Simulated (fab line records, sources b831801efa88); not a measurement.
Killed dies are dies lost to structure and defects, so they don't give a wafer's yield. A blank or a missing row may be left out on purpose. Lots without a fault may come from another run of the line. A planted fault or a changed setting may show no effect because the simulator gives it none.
A struck lot beside a sound one | flow sky130 | 32 steps out of a route of 708
Sound: wafers L763.3, L763.4, L763.6. Struck: wafer L774.3. (L774.2, L774.4 of the same lot were not struck and are left out.) The cause comes at the end.
At each step with rows: each side's tool, then ch and its chambers, then its first start. Under that, the readings that differ: sound wafers | struck wafers | difference of the means | sigmas: that difference in standard deviations of wafers without a fault.
alike: readings whose means differ by less than 2 such deviations, and words and numbers that are the same on both sides. not compared: withheld readings, readings that some wafer has no value for, bounds like >300 that may hide the same value, and numbers for which the record gives no deviation and whose values overlap.
The two part at a step that has a row with sigmas, a row that says differs or no value, or rows on one side only. Numbers that don't overlap but have no deviation are shown without sigmas and don't part them. A reading that every wafer of one side lacks parts them only if that side has two wafers or more.

first, 5 steps without rows for these wafers: SKY_VIA1_STRIP_17 (strips in post etch residue remover, time 1200 s); SKY_VIA1_CLEAN_18 (cleans in IPA, time 180 s); SKY_VIA1_CLEAN_19 (cleans in O3/DIW); SKY_VIA1_SPUTTER_20 (material TiN, target thk 20 nm, time 80 s); SKY_VIA1_CVD_21 (deposits W, target thk 270 nm, time 80.902 s).
SKY_VIA1_RS_MEAS_22: measures by four-point-probe.
  sound on film_metro-01, day 35 13:28; struck on film_metro-03, day 38 18:26
  alike: VIA1_W_RS
SKY_VIA1_THK_MEAS_23: measures by xrf.
  sound on film_metro-01, day 35 13:34; struck on film_metro-03, day 38 18:33
  alike: VIA1_W_THK
SKY_VIA1_CMP_24: polishes, stops on SiO2, t overpolish 15 s, target thk 0 nm.
  sound on cmp-01 ch 0,1,3, day 35 13:37; struck on cmp-01 ch 3, day 38 18:41
  reading              | sound                | struck | difference | sigmas
  overpolish_run_s (s) | 14.985 14.989 14.991 | 15.017 | +0.029     | +3
  alike: motor_current_A, time_to_endpoint_s
SKY_METAL2_SPUTTER_00: material Ti, target thk 15 nm, time 10 s.
  sound on pvd_sputter-02, day 35 13:55; struck on pvd_sputter-03, day 38 18:59
  alike: cathode_dc_power_W, throttle_valve_pct
then, 3 steps without rows for these wafers: SKY_METAL2_SPUTTER_01 (material TiN, target thk 20 nm, time 16.7 s); SKY_METAL2_SPUTTER_02 (material AlCu, target thk 250 nm, time 13.3 s); SKY_METAL2_SPUTTER_03 (material Ti, target thk 5 nm, time 3.3 s).
SKY_METAL2_SPUTTER_04: material TiN, target thk 70 nm, time 58.3 s.
  sound on pvd_sputter-02, day 35 14:00; struck on pvd_sputter-03, day 38 19:05
  reading                                    | sound                | struck | difference | sigmas
  cathode_dc_power_W (W)                     | 6500.2 6500.3 6501.4 | 7204.6 | +704.0     | +99 or more
  model.TiN_of_METAL2_SPUTTER_04.thk_nm (nm) | 69.36 70.13 69.41    | 77.28  | +7.65      |
  alike: throttle_valve_pct
SKY_METAL2_RS_MEAS_05: measures by four-point-probe.
  sound on film_metro-03, day 35 14:05; struck on film_metro-04, day 38 19:09
  alike: METAL2_ALCU_RS
SKY_METAL2_THK_MEAS_06: measures by xrf.
  sound on film_metro-03, day 35 14:11; struck on film_metro-04, day 38 19:16
  alike: METAL2_ALCU_THK
then, 8 steps without rows for these wafers: SKY_METAL2_DEHYDRATE_07 (time 60 s); SKY_METAL2_HMDS_08 (prime time 60 s); SKY_METAL2_COAT_09 (resist thk 60 nm); SKY_METAL2_COAT_10 (resist thk 450 nm); SKY_METAL2_SOFTBAKE_11 (time 90 s); SKY_METAL2_EXPOSE_12 (exposes mask MM2, target cd 140 nm); SKY_METAL2_PEB_13; SKY_METAL2_DEVELOP_14 (develop time 60 s).
SKY_METAL2_CD_MEAS_15: target cd 140 nm.
  sound on cd_sem-02, day 36 16:58; struck on cd_sem-02, day 39 20:25
  alike: cd_nm
SKY_METAL2_OVL_MEAS_16:
  sound on overlay-02, day 36 17:04; struck on overlay-02, day 39 20:32
  alike: METAL2_OVL
SKY_METAL2_DESCUM_17: chemistry O2, time 8 s.
  sound on rie_metal-03 ch 0,1, day 36 17:06; struck on rie_metal-03 ch 0, day 39 20:34
  reading               | sound             | struck | difference | sigmas
  oes_product_au (a.u.) | 1.005 1.023 1.011 | 0.994  | -0.019     | -2
  alike: drypump_motor_current_A, he_backside_leak_sccm
  not compared: rf_hours_counter_h
SKY_METAL2_ETCH_18: etches BARC in N2/H2, stops on SiO2, time 45.9 s, target depth 60 nm.
  sound on rie_metal-03 ch 0,1, day 36 17:08; struck on rie_metal-03 ch 0, day 39 20:35
  reading                      | sound       | struck | difference | sigmas
  he_backside_leak_sccm (sccm) | 6.5 3.7 3.6 | 3.4    | -1.2       | -4
  alike: bias_w, drypump_motor_current_A, oes_product_au, throttle_valve_pct
  not compared: rf_hours_counter_h
SKY_METAL2_METAL_ETCH_19: etches the open film in Cl2/BCl3, stops on SiO2, target depth 360 nm, time 78 s.
  sound on rie_metal-03 ch 0,1, day 36 17:13; struck on rie_metal-03 ch 0, day 39 20:39
  alike: bias_w, drypump_motor_current_A, he_backside_leak_sccm, oes_product_au, throttle_valve_pct
  not compared: rf_hours_counter_h
then, 1 step without rows for these wafers: SKY_METAL2_STRIP_20 (strips in O2/N2).
SKY_METAL2_STRIP_21: strips in post etch residue remover, time 1200 s.
  sound on wet_bench-02 ch 1, day 36 17:22; struck on wet_bench-02 ch 2, day 39 20:50
  reading                                    | sound             | struck | difference | sigmas
  model.TiN_of_METAL2_SPUTTER_04.thk_nm (nm) | 68.94 69.71 68.99 | 76.86  | +7.65      |
then, 1 step without rows for these wafers: SKY_METAL2_CLEAN_22 (cleans in IPA, time 180 s).
-- the record jumps here: 10 days lie between the struck wafers' starts before and after (it left off in module METAL2 and takes up again in module PAD_OPEN, whose first step shown is number 708 of the route) --
SKY_PAD_OPEN_PROBE_99:
  the record has rows for the struck wafers here (prober-02, day 49 12:32) and none for the sound ones

WHERE THEY PART
First at SKY_VIA1_CMP_24; last, within this record, at SKY_PAD_OPEN_PROBE_99.

WHY: what the simulator had put in
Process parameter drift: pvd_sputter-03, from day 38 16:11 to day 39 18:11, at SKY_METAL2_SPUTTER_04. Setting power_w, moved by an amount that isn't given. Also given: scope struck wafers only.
